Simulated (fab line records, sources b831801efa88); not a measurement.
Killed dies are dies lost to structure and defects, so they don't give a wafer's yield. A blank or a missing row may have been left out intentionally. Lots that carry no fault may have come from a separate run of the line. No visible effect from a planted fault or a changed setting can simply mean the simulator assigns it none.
Which of the tools did it?	flow gf180mcu	7 lots, 21 wafers sampled, at 2 steps of a route of 602

WHAT THE GAUGES SHOWED, per wafer
GF_SAB_THK_MEAS_01.
lot	measured	on	SAB_CVD_00_THK (nm)
L433	day 14 10:38	film_metro-03	49.6 50.3 49.7
L435	day 15 10:52	film_metro-03	49.5 49.4 50.4
L438	day 16 15:04	film_metro-04	50.1 49.7 49.8
L440	day 17 03:29	film_metro-04	50.6 50.2 49.9
L443	day 18 09:23	film_metro-04	48.6 50.9 49.3
L445	day 19 01:16	film_metro-03	99.0 101.1 101.5
L450	day 20 11:13	film_metro-02	99.5 102.8 100.2

WHAT TOOL EACH LOT RAN ON (gives the tool, then ch and the chambers of the sampled wafers, and finally the start)
lot	GF_SAB_CVD_00
L433	pecvd-01 ch 0,1, day 14 10:37
L435	pecvd-04 ch 0,1, day 15 10:50
L438	pecvd-02 ch 0,1,2, day 16 15:03
L440	pecvd-02 ch 0,1,2, day 17 03:27
L443	pecvd-01 ch 1,2, day 18 09:22
L445	pecvd-04 ch 1,2, day 19 01:04
L450	pecvd-04 ch 1,2, day 20 11:01
- GF_SAB_CVD_00: deposits SiO2 from TEOS, target thk 50 nm, time 4.9302 s.

THE ANSWER, worked out from the rows above alone
Rule: the lots themselves supply what counts as usual. Put in order of their means at a reading, lots are off if they are a third of the lots or fewer, leave a main group of 4 or more, and stand apart from it by a gap of 3 or more times the standard deviation of the main group's means; of several such gaps the widest counts. A main group whose means are all the same, to the digits that the tables above print for the reading, isn't used. Also off: a lot with no number at a reading for which 4 or more lots have one. All remaining lots with rows at the step are treated as sound.
Off: at GF_SAB_THK_MEAS_01 (SAB_CVD_00_THK), L445, L450. Mean 49.9 nm and standard deviation 0.21 in the main group.
A tool fits if, at a process step before that reading, it ran every lot that is off, and no sound lot after the first of them. Those tools and the gauges at GF_SAB_THK_MEAS_01 are tried in the same way. One fits: GF_SAB_CVD_00 on pecvd-04. A fault onset in the window from L435 (day 15 10:50, its last sound lot) to L445 (day 19 01:04, its first lot off) fits.

WHAT THE SIMULATOR PUT IN
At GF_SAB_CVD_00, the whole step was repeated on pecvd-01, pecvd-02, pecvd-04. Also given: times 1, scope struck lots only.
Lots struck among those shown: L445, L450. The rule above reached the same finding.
